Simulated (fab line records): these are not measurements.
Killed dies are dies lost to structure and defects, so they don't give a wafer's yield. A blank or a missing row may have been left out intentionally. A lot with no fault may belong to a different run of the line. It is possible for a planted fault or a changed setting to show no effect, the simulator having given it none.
Which of the tools did it? / flow gf180mcu / 24 lots with 72 wafers sampled at 6 steps, on a route of 602 steps

## WHAT THE GAUGES SHOWED, per wafer
GF_V3_CD_MEAS_14: target cd 260 nm.
lot=L074; measured=day 22 05:51; on=cdSem-01; cdNm (nm)=262.1 261.7 261.4
lot=L075; measured=day 22 19:17; on=cdSem-02; cdNm (nm)=258.4 258.3 257.5
lot=L076; measured=day 22 21:37; on=cdSem-02; cdNm (nm)=261.0 258.7 260.4
lot=L077; measured=day 23 14:06; on=cdSem-02; cdNm (nm)=259.9 260.9 259.6
lot=L078; measured=day 24 02:43; on=cdSem-02; cdNm (nm)=260.8 260.0 260.9
lot=L079; measured=day 24 03:40; on=cdSem-01; cdNm (nm)=260.9 260.4 261.2
lot=L080; measured=day 24 22:34; on=cdSem-02; cdNm (nm)=261.4 260.1 259.8
lot=L081; measured=day 24 22:55; on=cdSem-02; cdNm (nm)=260.9 260.3 261.1
lot=L082; measured=day 25 05:42; on=cdSem-02; cdNm (nm)=262.5 261.8 260.9
lot=L083; measured=day 25 15:39; on=cdSem-01; cdNm (nm)=260.3 260.8 260.1
lot=L084; measured=day 26 02:24; on=cdSem-02; cdNm (nm)=261.3 260.2 260.8
lot=L085; measured=day 26 06:11; on=cdSem-02; cdNm (nm)=259.4 259.0 259.2
lot=L086; measured=day 26 15:52; on=cdSem-02; cdNm (nm)=260.8 261.6 260.2
lot=L087; measured=day 26 19:33; on=cdSem-01; cdNm (nm)=259.4 259.8 259.2
lot=L088; measured=day 27 06:28; on=cdSem-01; cdNm (nm)=259.4 259.6 259.9
lot=L089; measured=day 27 17:02; on=cdSem-02; cdNm (nm)=260.4 260.1 259.8
lot=L090; measured=day 28 03:37; on=cdSem-02; cdNm (nm)=261.2 260.1 260.5
lot=L091; measured=day 28 04:24; on=cdSem-02; cdNm (nm)=261.5 260.0 260.3
lot=L092; measured=day 28 08:32; on=cdSem-01; cdNm (nm)=260.3 260.3 261.5
lot=L093; measured=day 28 19:42; on=cdSem-01; cdNm (nm)=261.4 261.1 260.3
lot=L094; measured=day 29 02:03; on=cdSem-02; cdNm (nm)=259.1 259.9 259.2
lot=L095; measured=day 29 04:33; on=cdSem-01; cdNm (nm)=259.6 259.9 259.7
lot=L096; measured=day 29 10:34; on=cdSem-02; cdNm (nm)=259.4 259.6 259.7
lot=L097; measured=day 29 19:16; on=cdSem-02; cdNm (nm)=260.0 260.6 260.4

GF_MIM_RS_MEAS_10: measures by four-point-probe.
lot=L074; measured=day 24 08:20; on=filmMetro-01; MIM_ALCU_RS (ohm/sq)=0.1584 0.1592 0.1572
lot=L075; measured=day 24 21:22; on=filmMetro-01; MIM_ALCU_RS (ohm/sq)=0.1562 0.1544 0.1555
lot=L076; measured=day 24 23:43; on=filmMetro-01; MIM_ALCU_RS (ohm/sq)=0.1583 0.1584 0.1575
lot=L077; measured=day 25 15:36; on=filmMetro-03; MIM_ALCU_RS (ohm/sq)=0.1590 0.1628 0.1593
lot=L078; measured=day 26 02:43; on=filmMetro-01; MIM_ALCU_RS (ohm/sq)=0.1576 0.1586 0.1586
lot=L079; measured=day 26 03:58; on=filmMetro-03; MIM_ALCU_RS (ohm/sq)=0.1598 0.1593 0.1599
lot=L080; measured=day 26 21:44; on=filmMetro-03; MIM_ALCU_RS (ohm/sq)=0.1603 0.1587 0.1579
lot=L081; measured=day 26 22:11; on=filmMetro-01; MIM_ALCU_RS (ohm/sq)=0.1618 0.1591 0.1612
lot=L082; measured=day 27 04:34; on=filmMetro-04; MIM_ALCU_RS (ohm/sq)=0.1608 0.1611 0.1570
lot=L083; measured=day 27 16:07; on=filmMetro-01; MIM_ALCU_RS (ohm/sq)=0.1577 0.1558 0.1579
lot=L084; measured=day 27 23:11; on=filmMetro-01; MIM_ALCU_RS (ohm/sq)=0.1589 0.1621 0.1591
lot=L085; measured=day 28 03:44; on=filmMetro-04; MIM_ALCU_RS (ohm/sq)=0.1576 0.1557 0.1592
lot=L086; measured=day 28 12:30; on=filmMetro-04; MIM_ALCU_RS (ohm/sq)=0.1579 0.1606 0.1560
lot=L087; measured=day 28 16:50; on=filmMetro-03; MIM_ALCU_RS (ohm/sq)=0.1606 0.1613 0.1582
lot=L088; measured=day 29 02:43; on=filmMetro-01; MIM_ALCU_RS (ohm/sq)=0.1607 0.1577 0.1571
lot=L089; measured=day 29 12:37; on=filmMetro-01; MIM_ALCU_RS (ohm/sq)=0.1582 0.1613 0.1579
lot=L090; measured=day 29 22:24; on=filmMetro-03; MIM_ALCU_RS (ohm/sq)=0.1570 0.1591 0.1587
lot=L091; measured=day 29 22:28; on=filmMetro-04; MIM_ALCU_RS (ohm/sq)=0.1544 0.1590 0.1563
lot=L092; measured=day 30 04:04; on=filmMetro-03; MIM_ALCU_RS (ohm/sq)=0.1598 0.1561 0.1598
lot=L093; measured=day 30 13:46; on=filmMetro-03; MIM_ALCU_RS (ohm/sq)=0.1612 0.1580 0.1580
lot=L094; measured=day 30 18:41; on=filmMetro-03; MIM_ALCU_RS (ohm/sq)=0.1573 0.1543 0.1584
lot=L095; measured=day 30 23:12; on=filmMetro-04; MIM_ALCU_RS (ohm/sq)=0.1591 0.1585 0.1596
lot=L096; measured=day 31 04:08; on=filmMetro-04; MIM_ALCU_RS (ohm/sq)=0.1563 0.1575 0.1587
lot=L097; measured=day 31 12:40; on=filmMetro-03; MIM_ALCU_RS (ohm/sq)=0.1570 0.1599 0.1574

GF_M5_CD_MEAS_07: target cd 280 nm.
lot=L074; measured=day 26 02:57; on=cdSem-01; cdNm (nm)=282.1 281.3 281.3
lot=L075; measured=day 26 15:37; on=cdSem-01; cdNm (nm)=281.4 282.1 281.7
lot=L076; measured=day 26 17:13; on=cdSem-02; cdNm (nm)=279.4 280.0 280.2
lot=L077; measured=day 27 08:57; on=cdSem-01; cdNm (nm)=280.5 281.2 280.4
lot=L078; measured=day 27 19:36; on=cdSem-01; cdNm (nm)=278.3 278.8 278.3
lot=L079; measured=day 27 20:43; on=cdSem-02; cdNm (nm)=281.8 280.0 280.0
lot=L080; measured=day 28 14:08; on=cdSem-01; cdNm (nm)=281.3 280.6 281.9
lot=L081; measured=day 28 13:11; on=cdSem-01; cdNm (nm)=277.6 278.9 278.2
lot=L082; measured=day 28 19:31; on=cdSem-02; cdNm (nm)=279.3 278.6 279.0
lot=L083; measured=day 29 06:11; on=cdSem-01; cdNm (nm)=279.6 280.8 281.4
lot=L084; measured=day 29 12:55; on=cdSem-01; cdNm (nm)=279.3 279.9 279.4
lot=L085; measured=day 29 18:19; on=cdSem-01; cdNm (nm)=280.9 281.1 281.4
lot=L086; measured=day 30 02:32; on=cdSem-01; cdNm (nm)=280.0 280.9 281.5
lot=L087; measured=day 30 06:45; on=cdSem-02; cdNm (nm)=280.3 280.2 278.5
lot=L088; measured=day 30 15:25; on=cdSem-02; cdNm (nm)=278.5 279.7 278.3
lot=L089; measured=day 31 01:17; on=cdSem-02; cdNm (nm)=281.2 280.8 280.6
lot=L090; measured=day 31 10:25; on=cdSem-01; cdNm (nm)=279.7 279.1 279.3
lot=L091; measured=day 31 12:27; on=cdSem-02; cdNm (nm)=279.3 279.2 279.1
lot=L092; measured=day 31 15:10; on=cdSem-02; cdNm (nm)=283.6 281.2 281.2
lot=L093; measured=day 32 00:31; on=cdSem-02; cdNm (nm)=283.2 282.4 283.2
lot=L094; measured=day 32 04:58; on=cdSem-02; cdNm (nm)=280.6 281.0 280.7
lot=L095; measured=day 32 10:08; on=cdSem-02; cdNm (nm)=279.5 278.8 280.4
lot=L096; measured=day 32 13:54; on=cdSem-01; cdNm (nm)=279.3 277.9 278.3
lot=L097; measured=day 32 21:52; on=cdSem-02; cdNm (nm)=280.0 277.9 279.1

GF_M5_OVL_MEAS_08.
lot=L074; measured=day 26 03:04; on=overlay-02; M5_OVL (nm)=3 -8 8
lot=L075; measured=day 26 15:42; on=overlay-02; M5_OVL (nm)=12 11 4
lot=L076; measured=day 26 17:20; on=overlay-02; M5_OVL (nm)=1 4 11
lot=L077; measured=day 27 09:04; on=overlay-01; M5_OVL (nm)=-1 4 1
lot=L078; measured=day 27 19:43; on=overlay-01; M5_OVL (nm)=4 2 0
lot=L079; measured=day 27 20:50; on=overlay-01; M5_OVL (nm)=1 -5 7
lot=L080; measured=day 28 14:14; on=overlay-02; M5_OVL (nm)=8 16 1
lot=L081; measured=day 28 13:19; on=overlay-01; M5_OVL (nm)=6 -2 2
lot=L082; measured=day 28 19:38; on=overlay-01; M5_OVL (nm)=-4 8 1
lot=L083; measured=day 29 06:19; on=overlay-01; M5_OVL (nm)=-3 -6 -7
lot=L084; measured=day 29 13:02; on=overlay-02; M5_OVL (nm)=1 10 7
lot=L085; measured=day 29 18:25; on=overlay-02; M5_OVL (nm)=2 10 6
lot=L086; measured=day 30 02:36; on=overlay-02; M5_OVL (nm)=1 9 -4
lot=L087; measured=day 30 06:52; on=overlay-01; M5_OVL (nm)=6 -1 5
lot=L088; measured=day 30 15:32; on=overlay-02; M5_OVL (nm)=5 -6 -4
lot=L089; measured=day 31 01:23; on=overlay-01; M5_OVL (nm)=7 8 17
lot=L090; measured=day 31 10:31; on=overlay-02; M5_OVL (nm)=12 12 -1
lot=L091; measured=day 31 12:34; on=overlay-01; M5_OVL (nm)=3 5 10
lot=L092; measured=day 31 15:17; on=overlay-01; M5_OVL (nm)=8 4 -2
lot=L093; measured=day 32 00:38; on=overlay-01; M5_OVL (nm)=15 4 10
lot=L094; measured=day 32 05:05; on=overlay-02; M5_OVL (nm)=-5 3 -3
lot=L095; measured=day 32 10:16; on=overlay-02; M5_OVL (nm)=9 3 13
lot=L096; measured=day 32 14:01; on=overlay-01; M5_OVL (nm)=-7 0 4
lot=L097; measured=day 32 21:58; on=overlay-01; M5_OVL (nm)=7 4 -1

## WHICH TOOL RAN EACH LOT (tool, then ch and the chambers of the sampled wafers, then the start)
lot=L074; GF_V1_ETCH_17=rieDiel-03 ch 0,2,3, day 22 05:51 or earlier; GF_V3_CVD_23=cvdW-01 ch 0, day 22 06:48
lot=L075; GF_V1_ETCH_17=rieDiel-03 ch 1,2, day 22 19:17 or earlier; GF_V3_CVD_23=cvdW-02 ch 0,1, day 22 20:14
lot=L076; GF_V1_ETCH_17=rieDiel-01 ch 0,1,3, day 22 21:37 or earlier; GF_V3_CVD_23=cvdW-01 ch 0,1, day 22 22:31
lot=L077; GF_V1_ETCH_17=rieDiel-03 ch 1,2,3, day 23 14:06 or earlier; GF_V3_CVD_23=cvdW-02 ch 0,1, day 23 15:01
lot=L078; GF_V1_ETCH_17=rieDiel-03 ch 1,2,3, day 24 02:43 or earlier; GF_V3_CVD_23=cvdW-02 ch 0,1, day 24 03:39
lot=L079; GF_V1_ETCH_17=rieDiel-01 ch 0,1,3, day 24 03:40 or earlier; GF_V3_CVD_23=cvdW-01 ch 0,1, day 24 04:35
lot=L080; GF_V1_ETCH_17=rieDiel-04 ch 0,1,2, day 24 22:34 or earlier; GF_V3_CVD_23=cvdW-02 ch 1, day 24 23:32
lot=L081; GF_V1_ETCH_17=rieDiel-01 ch 1,2, day 24 22:55 or earlier; GF_V3_CVD_23=cvdW-01 ch 0,1, day 24 23:50
lot=L082; GF_V1_ETCH_17=rieDiel-03 ch 0,2, day 25 05:42 or earlier; GF_V3_CVD_23=cvdW-02 ch 0,1, day 25 06:37
lot=L083; GF_V1_ETCH_17=rieDiel-01 ch 1,2,3, day 25 15:39 or earlier; GF_V3_CVD_23=cvdW-02 ch 0,1, day 25 16:34
lot=L084; GF_V1_ETCH_17=rieDiel-03 ch 0,2, day 26 02:24 or earlier; GF_V3_CVD_23=cvdW-01 ch 0,1, day 26 03:22
lot=L085; GF_V1_ETCH_17=rieDiel-01 ch 0,2,3, day 26 06:11 or earlier; GF_V3_CVD_23=cvdW-02 ch 0,1, day 26 07:06
lot=L086; GF_V1_ETCH_17=rieDiel-03 ch 0,1,3, day 26 15:52 or earlier; GF_V3_CVD_23=cvdW-01 ch 0,1, day 26 16:45
lot=L087; GF_V1_ETCH_17=rieDiel-03 ch 0,1,3, day 26 19:33 or earlier; GF_V3_CVD_23=cvdW-02 ch 0,1, day 26 20:28
lot=L088; GF_V1_ETCH_17=rieDiel-03 ch 0,1,2, day 27 06:28 or earlier; GF_V3_CVD_23=cvdW-01 ch 0,1, day 27 07:29
lot=L089; GF_V1_ETCH_17=rieDiel-01 ch 0,1, day 27 17:02 or earlier; GF_V3_CVD_23=cvdW-01 ch 0,1, day 27 17:58
lot=L090; GF_V1_ETCH_17=rieDiel-03 ch 1,3, day 28 03:37 or earlier; GF_V3_CVD_23=cvdW-02 ch 0,1, day 28 04:31
lot=L091; GF_V1_ETCH_17=rieDiel-01 ch 0,1, day 28 04:24 or earlier; GF_V3_CVD_23=cvdW-01 ch 0, day 28 05:23
lot=L092; GF_V1_ETCH_17=rieDiel-01 ch 0,1,3, day 28 08:32 or earlier; GF_V3_CVD_23=cvdW-01 ch 0,1, day 28 09:26
lot=L093; GF_V1_ETCH_17=rieDiel-04 ch 1,2,3, day 28 19:42 or earlier; GF_V3_CVD_23=cvdW-01 ch 0,1, day 28 20:37
lot=L094; GF_V1_ETCH_17=rieDiel-03 ch 0,1,2, day 29 02:03 or earlier; GF_V3_CVD_23=cvdW-02 ch 0,1, day 29 02:58
lot=L095; GF_V1_ETCH_17=rieDiel-01 ch 0,1,3, day 29 04:33 or earlier; GF_V3_CVD_23=cvdW-02 ch 1, day 29 05:28
lot=L096; GF_V1_ETCH_17=rieDiel-04 ch 0,3, day 29 10:34 or earlier; GF_V3_CVD_23=cvdW-01 ch 0,1, day 29 11:29
lot=L097; GF_V1_ETCH_17=rieDiel-04 ch 1,3, day 29 19:16 or earlier; GF_V3_CVD_23=cvdW-02 ch 0,1, day 29 20:30
- GF_V1_ETCH_17: etches SiO2 in C4F8/O2/Ar, stops on TiN, target depth 630 nm.
- GF_V3_CVD_23: deposits W, target thk 350 nm, time 104.9 s.

## AS READ BY THE TOOLS THEMSELVES (means over the sampled wafers that have a number; for cases with no such wafer, the mark the record gives instead)
GF_V1_ETCH_17.
lot=L074; tool=rieDiel-03; oesProductAu (a.u.)=0.857
lot=L075; tool=rieDiel-03; oesProductAu (a.u.)=0.850
lot=L076; tool=rieDiel-01; oesProductAu (a.u.)=0.856
lot=L077; tool=rieDiel-03; oesProductAu (a.u.)=0.855
lot=L078; tool=rieDiel-03; oesProductAu (a.u.)=0.862
lot=L079; tool=rieDiel-01; oesProductAu (a.u.)=0.860
lot=L080; tool=rieDiel-04; oesProductAu (a.u.)=0.860
lot=L081; tool=rieDiel-01; oesProductAu (a.u.)=0.855
lot=L082; tool=rieDiel-03; oesProductAu (a.u.)=0.856
lot=L083; tool=rieDiel-01; oesProductAu (a.u.)=0.859
lot=L084; tool=rieDiel-03; oesProductAu (a.u.)=0.856
lot=L085; tool=rieDiel-01; oesProductAu (a.u.)=0.861
lot=L086; tool=rieDiel-03; oesProductAu (a.u.)=0.855
lot=L087; tool=rieDiel-03; oesProductAu (a.u.)=0.858
lot=L088; tool=rieDiel-03; oesProductAu (a.u.)=0.854
lot=L089; tool=rieDiel-01; oesProductAu (a.u.)=0.855
lot=L090; tool=rieDiel-03; oesProductAu (a.u.)=0.852
lot=L091; tool=rieDiel-01; oesProductAu (a.u.)=0.851
lot=L092; tool=rieDiel-01; oesProductAu (a.u.)=0.854
lot=L093; tool=rieDiel-04; oesProductAu (a.u.)=0.852
lot=L094; tool=rieDiel-03; oesProductAu (a.u.)=0.855
lot=L095; tool=rieDiel-01; oesProductAu (a.u.)=0.855
lot=L096; tool=rieDiel-04; oesProductAu (a.u.)=0.853
lot=L097; tool=rieDiel-04; oesProductAu (a.u.)=0.855

GF_V3_CVD_23.
lot=L074; tool=cvdW-01; heaterPowerW (W)=723
lot=L075; tool=cvdW-02; heaterPowerW (W)=811
lot=L076; tool=cvdW-01; heaterPowerW (W)=728
lot=L077; tool=cvdW-02; heaterPowerW (W)=809
lot=L078; tool=cvdW-02; heaterPowerW (W)=812
lot=L079; tool=cvdW-01; heaterPowerW (W)=734
lot=L080; tool=cvdW-02; heaterPowerW (W)=810
lot=L081; tool=cvdW-01; heaterPowerW (W)=735
lot=L082; tool=cvdW-02; heaterPowerW (W)=819
lot=L083; tool=cvdW-02; heaterPowerW (W)=811
lot=L084; tool=cvdW-01; heaterPowerW (W)=742
lot=L085; tool=cvdW-02; heaterPowerW (W)=798
lot=L086; tool=cvdW-01; heaterPowerW (W)=744
lot=L087; tool=cvdW-02; heaterPowerW (W)=808
lot=L088; tool=cvdW-01; heaterPowerW (W)=736
lot=L089; tool=cvdW-01; heaterPowerW (W)=757
lot=L090; tool=cvdW-02; heaterPowerW (W)=802
lot=L091; tool=cvdW-01; heaterPowerW (W)=716
lot=L092; tool=cvdW-01; heaterPowerW (W)=761
lot=L093; tool=cvdW-01; heaterPowerW (W)=736
lot=L094; tool=cvdW-02; heaterPowerW (W)=814
lot=L095; tool=cvdW-02; heaterPowerW (W)=822
lot=L096; tool=cvdW-01; heaterPowerW (W)=751
lot=L097; tool=cvdW-02; heaterPowerW (W)=818

## THE ANSWER, worked out from the rows above alone
Rule: the usual values come from the lots themselves. The widest of any qualifying gaps counts: lots, ordered by their means at a reading, are off when they make up no more than a third of the lots, leave a main group of 4 or more, and stand apart from it by 3 or more times the standard deviation of that group's means. The tables above print the reading to a certain number of digits; a main group whose means all agree to those digits is not used. Also off: a lot with no number at a reading for which 4 or more lots have one. Any other lot the step has rows for is counted as sound. The gauges are gone through in route order, then the tools' own readings, and for those a lot's mean is taken as printed above. The first step at which some lot is off is used, and at that step the reading that is off furthest; a lot without a number counts as furthest.
Nothing can be told from this: no lot is off at any reading shown.

## WHAT THE SIMULATOR HAD INSERTED
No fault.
